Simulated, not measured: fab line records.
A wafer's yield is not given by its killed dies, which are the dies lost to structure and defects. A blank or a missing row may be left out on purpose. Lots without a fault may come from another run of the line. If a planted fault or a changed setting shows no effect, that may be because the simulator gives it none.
fab line records	flow sky130
record lots=6	wafers=18	lastDay=50
route steps=708 shown VT_ADJUST_PCH@144 SONOS_TUNNEL@154 PAD_OPEN@708
lots that met no fault: from a run of the same line without faults
startH: the number of hours between the record's first day and the start of the first shown wafer of the lot	waitH: hours elapsed since this lot's preceding step	" as in the row above	L1.1+2: a single row standing in for several wafers	- no value present, or no start provided	* or withheld: withheld	< > ~ a bound
route shown NAME@n: a module of which the file shows steps, and the number in the route of the first	usual: average and standard deviation across the fault-free wafers	same: alike in all rows	chamber/n: place in a boat	sites: readings site by site	_std_site: the values' standard deviation	_edge_site: inner sites' mean taken away from outer sites' mean	radiusMm: how far each site lies from the wafer's centre	mask NAME#n: copy n	behind: the tool/chamber that last shaped the wafer	hold: why the lot was held/for how many hours/how that ended	device: names the non-switching transistor (n, p or np)	end of line: the same wafers' tests at the end of the route	a step given without rows: its recipe and nothing more	killed: dies lost to structure and defects at the first sort, not the wafer's yield	map: the dies of a wafer, with x for killed, . for not killed, _ for no die there
set.NAME: the setting that was run; set.NAME@STEP: the one run at that earlier step	model.NAME: the simulator's own value behind a step, which no gauge read
lots at selected steps of the route; one table per step, one row per wafer
services: when a tool's chamber went out of use (startH, in hours from the record's first day, below 0 if earlier), for how many hours, and the reason
## steps
# step SKY_VT_ADJUST_PCH_HMDS_01
# recipe primeTimeS=60	primeTempC=120
# step SKY_VT_ADJUST_PCH_COAT_02
# recipe spinRpm=2000	resistThkNm=3000
# step SKY_VT_ADJUST_PCH_SOFTBAKE_03
# recipe tempC=110	timeS=withheld
# step SKY_VT_ADJUST_PCH_EXPOSE_04
# recipe maskId=NWM	na=0.6	sourceShape=conventional	sigmaOuter=0.6	polarization=unpolarized	targetCdNm=840	doseMj=255
# step SKY_VT_ADJUST_PCH_PEB_05
# recipe tempC=115	timeS=withheld
# step SKY_VT_ADJUST_PCH_DEVELOP_06
# recipe wallAngleDeg=90	developer=TMAH	developTimeS=60	devTempC=23
# step SKY_VT_ADJUST_PCH_OVL_MEAS_07
# usual VT_ADJUST_PCH_OVL=0.6/1.3
lot.wafer	tool	chamber	startH	waitH	VT_ADJUST_PCH_OVL[nm]
L154.1	overlay-02	-	283.07	-	2.6
L154.3	"	-	"	"	1.1
L154.5	"	-	"	"	1.0
L153.1	overlay-02	-	285.10	-	1.7
L153.2	"	-	"	"	2.1
L153.3	"	-	"	"	0.4
L164.2	overlay-02	-	345.69	-	-0.2
L164.3	"	-	"	"	-0.8
L164.4	"	-	"	"	0.1
L165.3	overlay-01	-	347.23	-	2.6
L165.4	"	-	"	"	3.0
L165.5	"	-	"	"	2.1
L168.2	overlay-02	-	365.40	-	1.2
L168.5	"	-	"	"	2.0
L168.6	"	-	"	"	1.0
L171.2	overlay-02	-	394.49	-	2.7
L171.3	"	-	"	"	0.0
L171.5	"	-	"	"	2.4
# step SKY_VT_ADJUST_PCH_IMPLANT_08
# recipe species=B	energyKev=10	doseCm2=5e+11	tiltDeg=withheld
# step SKY_VT_ADJUST_PCH_STRIP_09
# recipe chemistry=O2/N2	powerW=1400	pressureMtorr=1500	platenTempC=withheld	o2FlowSccm=3000	n2FlowSccm=300	overashFraction=0.5
# usual drypumpMotorCurrentA=5.5/0.61	oesProductAu=0.722/0.0048	stripTimeToEndpointS=36.90/0.11
# same overashFraction=0.5
lot.wafer	tool	chamber	startH	waitH	drypumpMotorCurrentA	oesProductAu	rfHoursCounterH	stripTimeToEndpointS
L154.1	plasmaAsher-03	1	283.26	0.1	4.9	0.722	15	37.01
L154.3	"	1	"	"	4.9	0.722	-	36.96
L154.5	"	0	"	"	4.9	0.727	-	36.85
L153.1	plasmaAsher-01	1	285.28	0.1	5.0	0.721	59	36.77
L153.2	"	0	"	"	6.0	0.723	59	36.81
L153.3	"	0	"	"	6.0	0.723	-	36.81
L164.2	plasmaAsher-01	1	345.87	0.1	4.9	0.727	65	36.85
L164.3	"	1	"	"	4.9	0.723	-	36.77
L164.4	"	0	"	"	6.1	0.723	-	36.82
L165.3	plasmaAsher-03	0	347.44	0.1	4.9	0.712	-	36.84
L165.4	"	1	"	"	4.9	0.725	-	36.78
L165.5	"	0	"	"	4.9	0.717	-	36.82
L168.2	plasmaAsher-02	0	365.60	0.1	5.8	0.727	56	36.93
L168.5	"	0	"	"	5.9	0.724	-	36.94
L168.6	"	1	"	"	6.4	0.715	-	36.94
L171.2	plasmaAsher-01	0	394.67	0.1	6.0	0.724	70	37.05
L171.3	"	1	"	"	4.9	0.719	-	36.97
L171.5	"	0	"	"	6.0	0.723	-	36.97
# step SKY_VT_ADJUST_PCH_TW_MEAS_10
# usual VT_ADJUST_PCH_TW=143.4/0.78
lot.wafer	tool	chamber	startH	waitH	VT_ADJUST_PCH_TW
L154.1	filmMetro-02	-	283.36	0.1	143.6
L154.3	"	-	"	"	143.7
L154.5	"	-	"	"	143.1
L153.1	filmMetro-02	-	285.38	0.1	144.2
L153.2	"	-	"	"	143.3
L153.3	"	-	"	"	143.5
L164.2	filmMetro-04	-	345.98	0.1	144.5
L164.3	"	-	"	"	145.2
L164.4	"	-	"	"	144.7
L165.3	filmMetro-02	-	347.53	0.1	143.4
L165.4	"	-	"	"	143.9
L165.5	"	-	"	"	143.4
L168.2	filmMetro-01	-	365.71	0.1	142.7
L168.5	"	-	"	"	143.5
L168.6	"	-	"	"	142.6
L171.2	filmMetro-01	-	394.78	0.1	143.6
L171.3	"	-	"	"	142.8
L171.5	"	-	"	"	142.6
# step SKY_SONOS_TUNNEL_DEHYDRATE_00
# recipe tempC=200	timeS=60
# step SKY_SONOS_TUNNEL_HMDS_01
# recipe primeTimeS=60	primeTempC=120
# step SKY_SONOS_TUNNEL_COAT_02
# recipe resist=NOVOLAK	spinRpm=3000	resistThkNm=1140
lot.wafer	tool	chamber	startH	waitH	model.NOVOLAK_of_SONOS_TUNNEL_COAT_02.thkNm
L154.1	lithoTrack-03	0	295.51	0.1	1147
L154.3	"	0	"	"	1148
L154.5	"	0	"	"	1143
L153.1	lithoTrack-02	0	298.45	0.1	1142
L153.2	"	0	"	"	1141
L153.3	"	0	"	"	1143
L164.2	lithoTrack-03	0	359.14	0.1	828.3
L164.3	"	0	"	"	828.8
L164.4	"	0	"	"	826.3
L165.3	lithoTrack-03	0	360.71	0.1	828.5
L165.4	"	0	"	"	827.9
L165.5	"	0	"	"	827.7
L168.2	lithoTrack-01	0	379.24	0.1	1141
L168.5	"	0	"	"	1143
L168.6	"	0	"	"	1145
L171.2	lithoTrack-02	0	408.72	0.1	1138
L171.3	"	0	"	"	1143
L171.5	"	0	"	"	1140
# step SKY_SONOS_TUNNEL_SOFTBAKE_03
# recipe tempC=90	timeS=60	resist=NOVOLAK
# step SKY_SONOS_TUNNEL_EXPOSE_04
# recipe maskId=TUNM	na=0.6	sourceShape=conventional	sigmaOuter=0.6	polarization=unpolarized	targetCdNm=410	doseMj=136
# step SKY_SONOS_TUNNEL_PEB_05
# recipe tempC=withheld	timeS=*	resist=NOVOLAK
# step SKY_SONOS_TUNNEL_DEVELOP_06
# recipe resist=NOVOLAK	developer=TMAH	developTimeS=60	devTempC=23
lot.wafer	tool	chamber	startH	waitH	model.NOVOLAK_of_SONOS_TUNNEL_COAT_02.thkNm
L154.1	lithoTrack-01	0	308.62	0.1	1147
L154.3	"	0	"	"	1148
L154.5	"	0	"	"	1142
L153.1+3	lithoTrack-02	0	311.70	0.1	1142
L153.2	"	0	"	"	1140
L164.2	lithoTrack-02	0	372.57	0.1	827.9
L164.3	"	0	"	"	828.4
L164.4	"	0	"	"	825.9
L165.3	lithoTrack-03	0	374.46	0.1	828.1
L165.4	"	0	"	"	827.5
L165.5	"	0	"	"	827.3
L168.2	lithoTrack-01	0	393.99	0.1	1141
L168.5	"	0	"	"	1142
L168.6	"	0	"	"	1145
L171.2	lithoTrack-02	0	423.32	0.1	1137
L171.3	"	0	"	"	1143
L171.5	"	0	"	"	1140
# step SKY_SONOS_TUNNEL_CD_MEAS_07
# recipe targetCdNm=410
# usual cdNm=409.2/2
lot.wafer	tool	chamber	startH	waitH	cdNm
L154.1	cdSem-02	-	308.82	0.2	409.1
L154.3	"	-	"	"	406.5
L154.5	"	-	"	"	408.7
L153.1	cdSem-02	-	311.85	0.1	413.2
L153.2	"	-	"	"	411.9
L153.3	"	-	"	"	410.1
L164.2	cdSem-02	-	372.72	0.1	446.5
L164.3	"	-	"	"	443.9
L164.4	"	-	"	"	443.9
L165.3	cdSem-01	-	374.60	0.1	443.2
L165.4	"	-	"	"	444.2
L165.5	"	-	"	"	444.6
L168.2	cdSem-02	-	394.14	0.1	410.7
L168.5	"	-	"	"	410.0
L168.6	"	-	"	"	406.3
L171.2	cdSem-01	-	423.47	0.1	412.0
L171.3	"	-	"	"	408.9
L171.5	"	-	"	"	408.7
# step SKY_SONOS_TUNNEL_OVL_MEAS_08
# usual SONOS_TUNNEL_OVL=2.1/1.6
lot.wafer	tool	chamber	startH	waitH	SONOS_TUNNEL_OVL[nm]
L154.1	overlay-02	-	308.94	0.1	3.1
L154.3	"	-	"	"	3.0
L154.5	"	-	"	"	1.7
L153.1	overlay-02	-	311.97	0.1	0.3
L153.2	"	-	"	"	1.0
L153.3	"	-	"	"	1.2
L164.2	overlay-02	-	372.82	0.1	0.7
L164.3	"	-	"	"	0.2
L164.4	"	-	"	"	0.1
L165.3	overlay-02	-	374.69	0.1	3.9
L165.4	"	-	"	"	1.8
L165.5	"	-	"	"	2.3
L168.2	overlay-01	-	394.25	0.1	2.9
L168.5	"	-	"	"	3.4
L168.6	"	-	"	"	2.7
L171.2	overlay-02	-	423.57	0.1	2.5
L171.3	"	-	"	"	1.5
L171.5	"	-	"	"	3.0
# step SKY_PAD_OPEN_PROBE_99
# usual killed_at_M0_to_M3=44/7.2	killed_at_M4_up=3.2/1.8	killedAtContacts=24/5.4	killedAtFrontEnd=15/4	killedAtOther=0.3/0.56	killedDies=87/9.2	killedOnRim=17/4	killedOpen=47/7.3	killedShort=39/5.7
# same grossDies=492	killedAtBackSide=0
lot.wafer	tool	chamber	startH	waitH	killed_at_M0_to_M3	killed_at_M4_up	killedAtContacts	killedAtFrontEnd	killedAtOther	killedDies	killedOnRim	killedOpen	killedShort
L154.1	prober-02	-	1120.88	0.1	31	5	26	16	1	79	11	38	41
L154.3	prober-02	-	1120.98	0.2	40	4	26	11	1	82	21	37	44
L154.5	prober-02	-	1121.08	0.2	50	1	29	14	0	94	15	56	38
L153.1	prober-01	-	1121.91	0.1	59	2	19	11	0	91	18	57	34
L153.2	prober-01	-	1121.96	0.1	67	2	23	12	0	104	18	63	40
L153.3	prober-01	-	1122.01	0.2	48	0	26	13	1	88	14	44	43
L164.2	prober-01	-	1161.34	0.1	43	5	26	18	0	92	18	47	45
L164.3	prober-01	-	1161.39	0.2	38	8	18	17	0	81	15	52	29
L164.4	prober-01	-	1161.44	0.2	50	5	19	16	1	91	19	46	44
L165.3	prober-02	-	1167.99	0.2	53	1	19	13	0	86	19	53	33
L165.4	prober-02	-	1168.04	0.2	52	1	23	14	0	90	16	48	42
L165.5	prober-02	-	1168.09	0.2	42	4	21	17	1	85	17	53	32
L168.2	prober-01	-	1178.56	0.1	38	0	29	13	1	81	16	50	31
L168.5	prober-01	-	1178.71	0.2	55	4	31	10	0	100	16	61	39
L168.6	prober-01	-	1178.76	0.2	49	0	27	11	0	87	17	58	29
L171.2	prober-02	-	1191.69	0.1	29	2	20	14	1	66	11	36	30
L171.3	prober-02	-	1191.74	0.2	40	7	21	17	0	85	15	35	50
L171.5	prober-02	-	1191.84	0.2	44	0	25	17	0	86	18	50	36
# killed by level:class
L154.1 CONTACT:geometricParticle:open=12 CONTACT:geometricParticle:short=7 VIA1:geometricParticle:open=6 FIELD_ISO:geometricParticle:open=4 FIELD_ISO:geometricParticle:short=4 LOCAL_INTERCONNECT:geometricParticle:short=4 VIA3:geometricParticle:open=4 METAL4:geometricParticle:short=4
L154.3 CONTACT:geometricParticle:open=9 LI_CONTACT:geometricParticle:open=9 METAL2:geometricParticle:short=7 VIA1:geometricParticle:open=7 CONTACT:geometricParticle:short=6 VIA1:geometricParticle:short=6 POLY_GATE:geometricParticle:short=5 METAL1:geometricParticle:short=4
L154.5 VIA1:geometricParticle:open=13 VIA2:geometricParticle:open=11 CONTACT:geometricParticle:open=10 LI_CONTACT:geometricParticle:open=7 FIELD_ISO:geometricParticle:open=6 CONTACT:geometricParticle:short=5 LOCAL_INTERCONNECT:geometricParticle:short=5 METAL1:geometricParticle:short=5
L153.1 VIA1:geometricParticle:open=16 VIA3:geometricParticle:open=8 LI_CONTACT:geometricParticle:open=8 CONTACT:geometricParticle:open=8 VIA1:geometricParticle:short=5 METAL1:geometricParticle:short=5 METAL2:geometricParticle:short=5 VIA2:geometricParticle:open=5
L153.2 VIA1:geometricParticle:open=24 CONTACT:geometricParticle:open=9 LI_CONTACT:geometricParticle:open=7 VIA2:geometricParticle:open=7 VIA1:geometricParticle:short=7 METAL1:geometricParticle:short=6 VIA3:geometricParticle:short=6 FIELD_ISO:geometricParticle:open=4
L153.3 VIA1:geometricParticle:open=13 CONTACT:geometricParticle:open=9 POLY_GATE:geometricParticle:short=7 VIA1:geometricParticle:short=7 LI_CONTACT:geometricParticle:open=6 VIA2:geometricParticle:open=6 CONTACT:geometricParticle:short=5 LOCAL_INTERCONNECT:geometricParticle:short=4
L164.2 LI_CONTACT:geometricParticle:open=9 METAL1:geometricParticle:short=8 VIA2:geometricParticle:open=7 CONTACT:geometricParticle:short=6 VIA3:geometricParticle:open=6 CONTACT:geometricParticle:open=5 VIA1:geometricParticle:open=5 VIA3:geometricParticle:short=5
L164.3 CONTACT:geometricParticle:open=9 VIA1:geometricParticle:open=9 METAL1:geometricParticle:open=6 LI_CONTACT:geometricParticle:open=5 METAL4:geometricParticle:short=5 VIA3:geometricParticle:open=5 FIELD_ISO:geometricParticle:short=4 VIA1:geometricParticle:short=4
L164.4 VIA1:geometricParticle:open=18 METAL1:geometricParticle:short=7 POLY_GATE:geometricParticle:short=6 CONTACT:geometricParticle:open=6 VIA2:geometricParticle:open=5 METAL2:geometricParticle:short=5 POLY_GATE:geometricParticle:open=4 LOCAL_INTERCONNECT:geometricParticle:short=4
L165.3 VIA1:geometricParticle:open=14 CONTACT:geometricParticle:open=8 VIA1:geometricParticle:short=7 VIA2:geometricParticle:open=7 VIA3:geometricParticle:open=7 POLY_GATE:geometricParticle:open=6 METAL2:geometricParticle:short=5 LI_CONTACT:geometricParticle:open=4
L165.4 VIA1:geometricParticle:open=12 CONTACT:geometricParticle:open=8 VIA2:geometricParticle:open=8 METAL2:geometricParticle:short=7 LI_CONTACT:geometricParticle:open=6 VIA1:geometricParticle:short=5 FIELD_ISO:geometricParticle:open=4 POLY_GATE:geometricParticle:short=4
L165.5 CONTACT:geometricParticle:open=13 VIA1:geometricParticle:open=10 POLY_GATE:geometricParticle:open=7 METAL2:geometricParticle:short=7 VIA2:geometricParticle:open=6 VIA3:geometricParticle:short=5 LI_CONTACT:geometricParticle:open=5 METAL1:geometricParticle:short=5
L168.2 CONTACT:geometricParticle:open=10 VIA1:geometricParticle:open=10 VIA3:geometricParticle:open=9 LI_CONTACT:geometricParticle:open=7 CONTACT:geometricParticle:short=6 METAL2:geometricParticle:short=6 LI_CONTACT:geometricParticle:short=5 FIELD_ISO:geometricParticle:open=4
L168.5 VIA1:geometricParticle:open=15 CONTACT:geometricParticle:open=12 VIA2:geometricParticle:open=12 VIA3:geometricParticle:open=8 LI_CONTACT:geometricParticle:short=6 CONTACT:geometricParticle:short=6 METAL1:geometricParticle:short=6 LI_CONTACT:geometricParticle:open=4
L168.6 VIA1:geometricParticle:open=16 LI_CONTACT:geometricParticle:open=10 CONTACT:geometricParticle:open=10 VIA3:geometricParticle:open=7 VIA1:geometricParticle:short=5 VIA2:geometricParticle:open=5 FIELD_ISO:geometricParticle:open=4 METAL2:geometricParticle:short=4
L171.2 CONTACT:geometricParticle:open=7 LI_CONTACT:geometricParticle:open=6 VIA1:geometricParticle:open=6 VIA2:geometricParticle:open=5 CONTACT:geometricParticle:short=4 METAL3:geometricParticle:short=4 FIELD_ISO:geometricParticle:short=3 POLY_GATE:geometricParticle:open=3
L171.3 CONTACT:geometricParticle:open=9 VIA3:geometricParticle:open=8 METAL1:geometricParticle:short=7 VIA1:geometricParticle:short=7 LOCAL_INTERCONNECT:geometricParticle:short=6 METAL4:geometricParticle:short=6 POLY_GATE:geometricParticle:short=5 LI_CONTACT:geometricParticle:open=4
L171.5 LI_CONTACT:geometricParticle:open=13 VIA1:geometricParticle:open=13 VIA2:geometricParticle:open=11 LOCAL_INTERCONNECT:geometricParticle:short=5 METAL3:geometricParticle:short=5 SPACER:geometricParticle:short=4 CONTACT:geometricParticle:short=4 VIA3:geometricParticle:short=4
## services
tool	chamber	startH	hours	kind
plasmaAsher-03	-	262.27	14.6	pm
plasmaAsher-01	-	265.96	2.7	repair
plasmaAsher-03	-	304.46	11.6	repair
plasmaAsher-02	-	387.77	0.6	repair
plasmaAsher-03	-	392.11	6.1	repair
## key
firstSign step=SKY_SONOS_TUNNEL_CD_MEAS_07	reading=cdNm	direction=up	sigmas=18	usual=409.2	struck=444.4
effect none on later readings
modelEffect step=SKY_SONOS_TUNNEL_COAT_02	value=NOVOLAK_of_SONOS_TUNNEL_COAT_02.thkNm	without=1148	struck=827.9
modelEffect step=SKY_SONOS_TUNNEL_DEVELOP_06	value=NOVOLAK_of_SONOS_TUNNEL_COAT_02.thkNm	without=1148	struck=827.5
metAt SKY_SONOS_TUNNEL_COAT_02
struckWafers L164.2,L164.3,L164.4,L165.3,L165.4,L165.5
testerLeftOut L164,L165
onsetBetween 295.51 359.14
fault kind=processParameterDrift	tool=lithoTrack-03	chamber=-	onsetH=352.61	steps=SKY_SONOS_TUNNEL_COAT_02	channel=resistThkNm	offset=-317.79	shape=step	endH=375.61	actsIn=theseRecipesOnly	stated=1140
# testerLeftOut: of these lots the tester's yield and bins aren't shown, on N5 and GAA mostly nor the transistor test; their killed dies are dies lost to structure and defects alone, not to doping, threshold or leakage, so they don't give the yield
